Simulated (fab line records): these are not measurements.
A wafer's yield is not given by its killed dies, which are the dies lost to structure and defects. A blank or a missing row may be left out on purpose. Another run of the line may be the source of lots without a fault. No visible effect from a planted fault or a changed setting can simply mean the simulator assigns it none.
Check for tools in common | flow gf180mcu | Sampled: 13 lots, 39 wafers

REASON IT WAS OPENED
At GF_HV_LDD_TW_MEAS_23 the reading HV_LDD_2_TW is flagged on 1 of 13 lots. No-fault wafers: 1056, standard deviation 7.4.
Rule: a lot is flagged when every wafer of it that has a number lies more than 4 standard deviations from that mean, or none has a number. The other lots count as sound.

lot  | measured     | on           | HV_LDD_2_TW, wafer by wafer | flag
L342 | day 10 16:57 | filmMetro-04 | 1063 1060 1056              | 
L343 | day 10 23:16 | filmMetro-01 | 1046 1045 1043              | 
L344 | day 11 05:48 | filmMetro-03 | 1062 1060 1057              | 
L345 | day 11 16:03 | filmMetro-04 | 1070 1069 1065              | 
L350 | day 13 09:34 | filmMetro-03 | 1052 1053 1051              | 
L351 | day 13 13:38 | filmMetro-03 | 30 30 30                    | FLAGGED
L356 | day 15 08:44 | filmMetro-04 | 1068 1061 1063              | 
L357 | day 15 11:36 | filmMetro-01 | 1051 1053 1056              | 
L358 | day 15 20:30 | filmMetro-03 | 1067 1057 1062              | 
L359 | day 16 07:06 | filmMetro-01 | 1051 1052 1047              | 
L362 | day 17 01:14 | filmMetro-03 | 1055 1054 1059              | 
L364 | day 17 20:04 | filmMetro-04 | 1065 1066 1063              | 
L365 | day 18 02:39 | filmMetro-01 | 1045 1039 1048              | 
On average the flagged lots read 30, which is -1026 against the usual, or -99 or more standard deviations.

TOOL THAT RAN EACH LOT
The record keeps 1 process step preceding the reading, out of 602 steps on the route. Cell contents, in order: the tool; ch with the chambers the sampled wafers went through; the start.
lot  | flag    | GF_HV_LDD_EXPOSE_16
L342 |         | ilineStepper-01 ch 0, day 10 07:35
L343 |         | ilineStepper-01 ch 0, day 10 13:28
L344 |         | ilineStepper-01 ch 0, day 10 20:21
L345 |         | ilineStepper-02 ch 0, day 11 07:16
L350 |         | ilineStepper-01 ch 0, day 12 23:00
L351 | FLAGGED | ilineStepper-01 ch 0, day 13 03:32
L356 |         | ilineStepper-01 ch 0, day 14 21:53
L357 |         | ilineStepper-02 ch 0, day 15 01:11
L358 |         | ilineStepper-01 ch 0, day 15 09:20
L359 |         | ilineStepper-02 ch 0, day 15 19:50
L362 |         | ilineStepper-02 ch 0, day 16 13:50
L364 |         | ilineStepper-01 ch 0, day 17 07:58
L365 |         | ilineStepper-02 ch 0, day 17 14:52
What these steps do:
- GF_HV_LDD_EXPOSE_16: exposes mask Pplus LV AREA, target cd 400 nm.
- GF_HV_LDD_TW_MEAS_23

FLAGGED AGAINST TOTAL, ONE TOOL AT A TIME (gauges that did the reading follow at the end)
step                 | tool            | lots run | flagged | share of the flagged lots | sound lots run after its first flagged lot
GF_HV_LDD_EXPOSE_16  | ilineStepper-01 | 8        | 1       | all                       | 3 (L356,L358,L364)
GF_HV_LDD_EXPOSE_16  | ilineStepper-02 | 5        | 0       | none                      | -
GF_HV_LDD_TW_MEAS_23 | filmMetro-01    | 4        | 0       | none                      | -
GF_HV_LDD_TW_MEAS_23 | filmMetro-03    | 5        | 1       | all                       | 2 (L358,L362)
GF_HV_LDD_TW_MEAS_23 | filmMetro-04    | 4        | 0       | none                      | -

WHAT THE TABLE ALLOWS
2 rows of the table ran every flagged lot: ilineStepper-01 at GF_HV_LDD_EXPOSE_16, filmMetro-03 at GF_HV_LDD_TW_MEAS_23.
- ilineStepper-01 at GF_HV_LDD_EXPOSE_16: 1 of its 8 lots flagged. Lots that were sound ran on it after the first flagged one (L356, L358, L364); a persistent fault on the entire tool would not allow that.
- filmMetro-03 at GF_HV_LDD_TW_MEAS_23: 1 of its 5 lots flagged. Lots that were sound ran on it after the first flagged one (L358, L362); a persistent fault on the entire tool would not allow that.
None of the table's rows ran every flagged lot and, after the first, no sound lot.

WHAT HAD BEEN PUT IN BY THE SIMULATOR
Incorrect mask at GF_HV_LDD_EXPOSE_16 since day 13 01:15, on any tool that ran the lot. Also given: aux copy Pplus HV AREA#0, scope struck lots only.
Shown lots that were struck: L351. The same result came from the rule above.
